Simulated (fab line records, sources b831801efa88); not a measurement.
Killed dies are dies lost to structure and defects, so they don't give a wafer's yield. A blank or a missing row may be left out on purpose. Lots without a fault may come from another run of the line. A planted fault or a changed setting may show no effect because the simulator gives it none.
A struck lot beside a sound one | flow sky130 | 15 steps out of a route of 708
Sound: wafers L421.2, L421.4, L421.5. Struck: wafers L427.1, L427.4, L427.6. The cause comes at the end.
At each step with rows: each side's tool, then ch and its chambers, then its first start. Under that, the readings that differ: sound wafers | struck wafers | difference of the means | sigmas: that difference in standard deviations of wafers without a fault.
alike: readings whose means differ by less than 2 such deviations, and words and numbers that are the same on both sides. not compared: withheld readings, readings that some wafer has no value for, bounds like >300 that may hide the same value, and numbers for which the record gives no deviation and whose values overlap.
The two part at a step that has a row with sigmas, a row that says differs or no value, or rows on one side only. Numbers that don't overlap but have no deviation are shown without sigmas and don't part them. A reading that every wafer of one side lacks parts them only if that side has two wafers or more.

first, 6 steps without rows for these wafers: SKY_GATE_OXIDE_HMDS_04 (prime time 60 s); SKY_GATE_OXIDE_COAT_05 (resist thk 1140 nm); SKY_GATE_OXIDE_SOFTBAKE_06 (time 60 s); SKY_GATE_OXIDE_EXPOSE_07 (exposes mask LVOM, target cd 600 nm); SKY_GATE_OXIDE_PEB_08; SKY_GATE_OXIDE_DEVELOP_09 (develop time 60 s).
SKY_GATE_OXIDE_OVL_MEAS_10:
  sound on overlay-02, day 15 06:36; struck on overlay-02, day 17 18:20
  alike: GATE_OXIDE_OVL
then, 2 steps without rows for these wafers: SKY_GATE_OXIDE_IMPLANT_11; SKY_GATE_OXIDE_WET_ETCH_12 (etches SiO2 in dHF, target depth 16.8 nm, time 336 s).
SKY_GATE_OXIDE_STRIP_13: strips in O2/N2.
  sound on plasma_asher-01 ch 0, day 15 06:53; struck on plasma_asher-02 ch 0,1, day 17 18:37
  alike: drypump_motor_current_A, oes_product_au, strip_time_to_endpoint_s
  not compared: rf_hours_counter_h
SKY_GATE_OXIDE_TW_MEAS_14:
  sound on film_metro-02, day 15 06:59; struck on film_metro-03, day 17 18:43
  alike: GATE_OXIDE_TW
then, 1 step without rows for these wafers: SKY_GATE_OXIDE_CLEAN_15 (cleans in SC1/SC2, time 150 s).
SKY_GATE_OXIDE_OXIDATION_16: stabilise 600 s, purge 300 s, target thk 3.57 nm.
  sound on furnace-02 ch 0, day 15 07:39; struck on furnace-01 ch 0, day 17 21:43
  reading                | sound             | struck               | difference | sigmas
  spike_tc_centre_C (C)  | 800.5 801.1 803.5 | 805.7 805.0 805.3    | +3.6       | +2
  spike_tc_lower_C (C)   | 800.6 799.2 801.0 | 805.7 806.9 807.4    | +6.4       | +6
  spike_tc_upper_C (C)   | 800.2 799.9 798.7 | 805.2 806.3 805.7    | +6.1       | +6
  tube_center_temp_C (C) | 800.01 800 799.93 | 806.23 806.28 806.23 | +6.27      | +92
  tube_center_temp_C_max | 802.0 801.6 801.7 | 808.7 808.6 808.5    | +6.8       | +22
  alike: spike_tc_bottom_C
then, 1 step without rows for these wafers: SKY_POLY_GATE_CVD_00 (deposits poly-Si, target thk 180 nm, time 720 s).
-- the record jumps here: 31 days lie between the struck wafers' starts before and after (it left off in module POLY_GATE and takes up again in module PAD_OPEN, whose first step shown is number 708 of the route) --
SKY_PAD_OPEN_PROBE_99:
  sound on prober-02, day 46 22:02; struck on prober-02, day 48 13:55
  reading                                     | sound                | struck              | difference | sigmas
  model.etest.nfet_01v8_lvt.drive_ua_um       | 565.9 568.1 559.5    | 541 535.1 545.2     | -24        |
  model.etest.nfet_01v8_turned.drive_ua_um    | 494.4 492.1 487      | 472 469.3 480.8     | -17        |
  model.etest.nfet_01v8_swapped.drive_ua_um   | 495.1 498 485.5      | 474.9 468.7 475.6   | -19.8      |
  model.etest.nfet_01v8.drive_ua_um           | 490.7 498.7 485      | 471.3 465.5 471.8   | -21.9      |
  model.etest.sram_nfet_pass.drive_ua_um      | 483.2 470.9 470.5    | 461.1 443.8 460.4   | -19.8      |
  model.etest.cap_thin_oxide.gate_log10_a_cm2 | -7.459 -7.478 -7.445 | -7.84 -7.831 -7.837 | -0.38      |
  model.etest.cap_thin_oxide.tox_acc_nm (nm)  | 4.401 4.407 4.426    | 4.527 4.511 4.529   | +0.111     |
  model.etest.pfet_01v8.tox_inv_nm (nm)       | 4.47 4.472 4.481     | 4.551 4.564 4.577   | +0.090     |
  alike: killed_at_M0_to_M3, killed_at_M4_up, killed_at_contacts, killed_at_front_end, killed_dies, killed_open, killed_short

WHERE THEY PART
Only at SKY_GATE_OXIDE_OXIDATION_16, within this record. Later steps at which nothing parts them and some readings are alike: SKY_PAD_OPEN_PROBE_99.

WHY: what the simulator had put in
Process parameter drift: furnace-01, from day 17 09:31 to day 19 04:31, at SKY_GATE_OXIDE_OXIDATION_16. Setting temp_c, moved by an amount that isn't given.
